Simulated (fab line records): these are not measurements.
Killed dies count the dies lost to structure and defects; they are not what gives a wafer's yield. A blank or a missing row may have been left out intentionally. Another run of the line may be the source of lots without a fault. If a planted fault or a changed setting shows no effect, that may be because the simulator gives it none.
What tool caused it?	flow sky130	21 wafers sampled from 7 lots at 1 step of a route of 708

WHAT THE GAUGES SHOWED, per wafer
SKY_CAP2M_RS_MEAS_03: measurement is done with a four-point probe.
lot	measured	on	CAP2M_TIN_RS (ohm/sq)
L321	day 40 12:28	film_metro-03	7.01 7.02 6.92
L330	day 42 07:02	film_metro-03	6.89 6.85 6.79
L334	day 43 03:43	film_metro-03	6.86 6.87 6.86
L336	day 43 22:56	film_metro-03	6.90 7.02 6.94
L338	day 44 12:06	film_metro-03	6.94 6.98 6.94
L341	day 46 00:01	film_metro-01	6.99 6.97 7.01
L342	day 46 00:52	film_metro-02	6.91 6.78 6.87

WHICH TOOL RAN EACH LOT (tool, then ch and the chambers of the sampled wafers, then the start)
The record holds no process step before these readings.

THE ANSWER, worked out from the rows above alone
Rule: the lots themselves supply what counts as usual. The widest of any qualifying gaps counts: lots, ordered by their means at a reading, are off when they make up no more than a third of the lots, leave a main group of 4 or more, and stand apart from it by 3 or more times the standard deviation of that group's means. The tables above print the reading to a certain number of digits; a main group whose means all agree to those digits is not used. A lot without any number at a reading at which 4 lots or more have one is off too. Any other lot the step has rows for is counted as sound.
None of the lots is off at any reading shown; this tells nothing.

WHAT THE SIMULATOR HAD PUT IN
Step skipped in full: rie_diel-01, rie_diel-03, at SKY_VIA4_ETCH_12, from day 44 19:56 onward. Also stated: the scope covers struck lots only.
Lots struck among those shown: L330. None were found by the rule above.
